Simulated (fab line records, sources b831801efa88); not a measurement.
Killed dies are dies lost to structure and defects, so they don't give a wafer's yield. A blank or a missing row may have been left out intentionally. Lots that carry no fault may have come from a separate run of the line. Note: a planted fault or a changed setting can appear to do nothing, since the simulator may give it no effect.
The tool behind it: which one? + flow gf180mcu + 15 lots with 42 wafers sampled at 5 steps, on a route of 602 steps

== WHAT THE GAUGES READ, wafer by wafer ==
GF_STI_THK_MEAS_04. Usual: for STI_CVD_03_THK the level is 209.0 nm and the standard deviation is 2.3.
| lot  | measured    | on            | STI_CVD_03_THK (nm) | flag |
|------|-------------|---------------|---------------------|------|
| L714 | day 1 13:34 | film_metro-04 | 208.7 208.8 208.0   |      |
| L715 | day 1 18:34 | film_metro-03 | 206.9 206.1 207.8   |      |
| L716 | day 2 00:34 | film_metro-03 | 205.1 204.9 205.7   |      |
| L717 | day 2 05:14 | film_metro-04 | 203.0 204.8 202.0   |      |
| L718 | day 2 09:34 | film_metro-02 | 207.7 208.3 208.7   |      |
| L722 | day 3 06:21 | film_metro-03 | 212.3 212.6         |      |
| L723 | day 3 11:25 | film_metro-03 | 207.8 207.6         |      |
| L726 | day 4 02:35 | film_metro-04 | 210.7 211.7         |      |
| L728 | day 4 13:11 | film_metro-04 | 208.9 209.1 209.4   |      |
| L730 | day 4 23:17 | film_metro-02 | 211.9 212.0 212.1   |      |
| L731 | day 5 02:47 | film_metro-03 | 210.5 211.1 213.2   |      |
| L732 | day 5 07:34 | film_metro-02 | 208.3 210.6 208.6   |      |
| L734 | day 5 18:44 | film_metro-03 | 209.5 211.3 211.1   |      |
| L736 | day 6 03:34 | film_metro-03 | 209.1 209.2 207.3   |      |
| L737 | day 6 09:10 | film_metro-02 | 208.0 207.0 209.0   |      |

GF_STI_CD_MEAS_12: the cd target is 220 nm. Usual: 219.9 nm for cd_nm, sd 1.2.
| lot  | measured    | on        | cd_nm (nm)        | flag |
|------|-------------|-----------|-------------------|------|
| L714 | day 2 01:20 | cd_sem-02 | 219.9 219.1 219.4 |      |
| L715 | day 2 06:31 | cd_sem-02 | 220.1 218.4 218.9 |      |
| L716 | day 2 13:06 | cd_sem-02 | 220.8 221.7 220.5 |      |
| L717 | day 2 17:27 | cd_sem-01 | 221.3 221.8 221.6 |      |
| L718 | day 2 21:33 | cd_sem-01 | 220.1 218.4 219.5 |      |
| L722 | day 3 19:01 | cd_sem-02 | 219.3 219.1       |      |
| L723 | day 4 00:22 | cd_sem-01 | 220.4 219.3       |      |
| L726 | day 4 15:50 | cd_sem-01 | 220.3 220.7       |      |
| L728 | day 5 02:32 | cd_sem-02 | 220.5 220.2 220.6 |      |
| L730 | day 5 13:05 | cd_sem-02 | 219.7 220.0 219.7 |      |
| L731 | day 5 16:45 | cd_sem-02 | 219.5 218.9 219.1 |      |
| L732 | day 5 21:46 | cd_sem-02 | 220.5 221.7 222.0 |      |
| L734 | day 6 09:24 | cd_sem-01 | 218.8 219.8 219.8 |      |
| L736 | day 6 18:38 | cd_sem-01 | 219.8 219.5 219.3 |      |
| L737 | day 7 00:04 | cd_sem-02 | 220.4 219.6 219.4 |      |

GF_STI_THK_MEAS_22. Usual: for STI_OXIDATION_01_THK the level is 15.0 nm and the standard deviation is 0.31.
| lot  | measured    | on            | STI_OXIDATION_01_THK (nm) | flag |
|------|-------------|---------------|---------------------------|------|
| L714 | day 2 04:14 | film_metro-03 | 14.9 14.9 15.1            |      |
| L715 | day 2 08:38 | film_metro-02 | 15.1 15.2 15.3            |      |
| L716 | day 2 14:59 | film_metro-04 | 14.7 14.8 14.9            |      |
| L717 | day 2 19:48 | film_metro-04 | 15.5 15.6 15.4            |      |
| L718 | day 3 00:07 | film_metro-03 | 14.5 14.6 14.5            |      |
| L722 | day 3 21:07 | film_metro-03 | 15.4 15.5                 |      |
| L723 | day 4 02:13 | film_metro-04 | 15.2 15.1                 |      |
| L726 | day 4 17:53 | film_metro-03 | 15.0 15.3                 |      |
| L728 | day 5 04:24 | film_metro-02 | 15.0 14.9 14.9            |      |
| L730 | day 5 15:16 | film_metro-04 | 14.7 14.6 14.5            |      |
| L731 | day 5 18:59 | film_metro-04 | 15.1 15.2 14.9            |      |
| L732 | day 5 23:52 | film_metro-02 | 15.0 14.9 15.1            |      |
| L734 | day 6 11:16 | film_metro-02 | 15.2 15.0 15.0            |      |
| L736 | day 6 20:47 | film_metro-04 | 15.0 14.8 14.9            |      |
| L737 | day 7 01:56 | film_metro-04 | 14.9 14.9 14.9            |      |

GF_VT_IMPLANT_RS_MEAS_49: uses a four-point probe to measure. Usual: for MVPSD_RS the level is 1169.3 ohm/sq and the standard deviation is 2.8.
| lot  | measured     | on            | MVPSD_RS (ohm/sq)    | flag |
|------|--------------|---------------|----------------------|------|
| L714 | day 7 13:58  | film_metro-03 | 1167.1 1167.5 1166.5 |      |
| L715 | day 7 19:59  | film_metro-01 | 1176.5 1172.3 1173.4 |      |
| L716 | day 8 04:41  | film_metro-04 | 1173.8 1169.9 1165.3 |      |
| L717 | day 8 11:01  | film_metro-03 | 1166.9 1167.3 1168.5 |      |
| L718 | day 8 15:39  | film_metro-01 | 1173.8 1169.6 1173.0 |      |
| L722 | day 9 22:32  | film_metro-04 | 1224.4 1168.1        | OFF  |
| L723 | day 10 05:28 | film_metro-01 | 1228.6 1171.6        | OFF  |
| L726 | day 11 00:14 | film_metro-04 | 1218.5 1166.6        | OFF  |
| L728 | day 11 13:22 | film_metro-03 | 1168.2 1168.5 1167.5 |      |
| L730 | day 12 02:26 | film_metro-04 | 1172.2 1171.7 1171.9 |      |
| L731 | day 12 09:16 | film_metro-01 | 1168.7 1167.6 1171.9 |      |
| L732 | day 12 17:16 | film_metro-04 | 1171.4 1172.7 1172.4 |      |
| L734 | day 13 05:22 | film_metro-01 | 1168.4 1169.7 1170.0 |      |
| L736 | day 13 18:11 | film_metro-04 | 1168.6 1169.3 1172.6 |      |
| L737 | day 14 03:23 | film_metro-03 | 1166.4 1167.6 1167.6 |      |

== EACH LOT AND THE TOOL THAT RAN IT (in order: tool; ch and the chambers of the sampled wafers; start) ==
| lot  | GF_MVPSD_IMPLANT_09             |
|------|---------------------------------|
| L714 | implanter-03 ch 0, day 5 01:02  |
| L715 | implanter-01 ch 0, day 5 05:09  |
| L716 | implanter-04 ch 0, day 5 13:56  |
| L717 | implanter-03 ch 0, day 5 19:22  |
| L718 | implanter-01 ch 0, day 5 23:19  |
| L722 | implanter-04 ch 0, day 7 02:38  |
| L723 | implanter-04 ch 0, day 7 09:01  |
| L726 | implanter-04 ch 0, day 8 02:02  |
| L728 | implanter-03 ch 0, day 8 13:13  |
| L730 | implanter-01 ch 0, day 9 01:33  |
| L731 | implanter-01 ch 0, day 9 06:58  |
| L732 | implanter-03 ch 0, day 9 13:18  |
| L734 | implanter-01 ch 0, day 10 01:28 |
| L736 | implanter-01 ch 0, day 10 11:49 |
| L737 | implanter-04 ch 0, day 10 20:10 |
- GF_MVPSD_IMPLANT_09

== AS READ BY THE TOOLS THEMSELVES (means over the sampled wafers that have a number; for cases with no such wafer, the mark the record gives instead) ==
GF_MVPSD_IMPLANT_09. Usual: beam_on_s 9.98 s, standard deviation 0.2; faraday_current_uA 28.3, standard deviation 0.57.
| lot  | tool         | beam_on_s (s) | faraday_current_uA | flag |
|------|--------------|---------------|--------------------|------|
| L714 | implanter-03 | 9.96          | 28.3               |      |
| L715 | implanter-01 | 10.14         | 27.8               |      |
| L716 | implanter-04 | 10.23         | 27.6               |      |
| L717 | implanter-03 | 10.04         | 28.1               |      |
| L718 | implanter-01 | 9.97          | 28.2               |      |
| L722 | implanter-04 | 8.71          | 32.9               | OFF  |
| L723 | implanter-04 | 8.81          | 32.5               | OFF  |
| L726 | implanter-04 | 8.97          | 31.9               | OFF  |
| L728 | implanter-03 | 9.84          | 28.7               |      |
| L730 | implanter-01 | 10.00         | 28.2               |      |
| L731 | implanter-01 | 9.99          | 28.2               |      |
| L732 | implanter-03 | 9.80          | 28.8               |      |
| L734 | implanter-01 | 10.17         | 27.7               |      |
| L736 | implanter-01 | 9.82          | 28.6               |      |
| L737 | implanter-04 | 10.13         | 27.8               |      |

== THE ANSWER, worked out from the rows above alone ==
Rule: lot off if the mean of its wafers having a number is beyond 3 standard deviations from the usual mean. Also off: a lot with no number at a reading for which 4 or more lots have one. All remaining lots with rows at the step are treated as sound. The gauges are gone through in route order, then the tools' own readings, and for those a lot's mean is taken as printed above. At the first step where some lot is off, the reading lying furthest off is the one used; lots without a number count as furthest.
Off: at GF_VT_IMPLANT_RS_MEAS_49 (MVPSD_RS), L722, L723, L726.
If a tool, at a process step before that reading, ran all the lots that are off and no sound lot after the first of them, it fits. The gauges at GF_VT_IMPLANT_RS_MEAS_49 aren't tried: what is off there is off at GF_MVPSD_IMPLANT_09 too, on other tools, and a gauge's error can't cause that. None of those tried fits.

== WHAT THE SIMULATOR HAD INSERTED ==
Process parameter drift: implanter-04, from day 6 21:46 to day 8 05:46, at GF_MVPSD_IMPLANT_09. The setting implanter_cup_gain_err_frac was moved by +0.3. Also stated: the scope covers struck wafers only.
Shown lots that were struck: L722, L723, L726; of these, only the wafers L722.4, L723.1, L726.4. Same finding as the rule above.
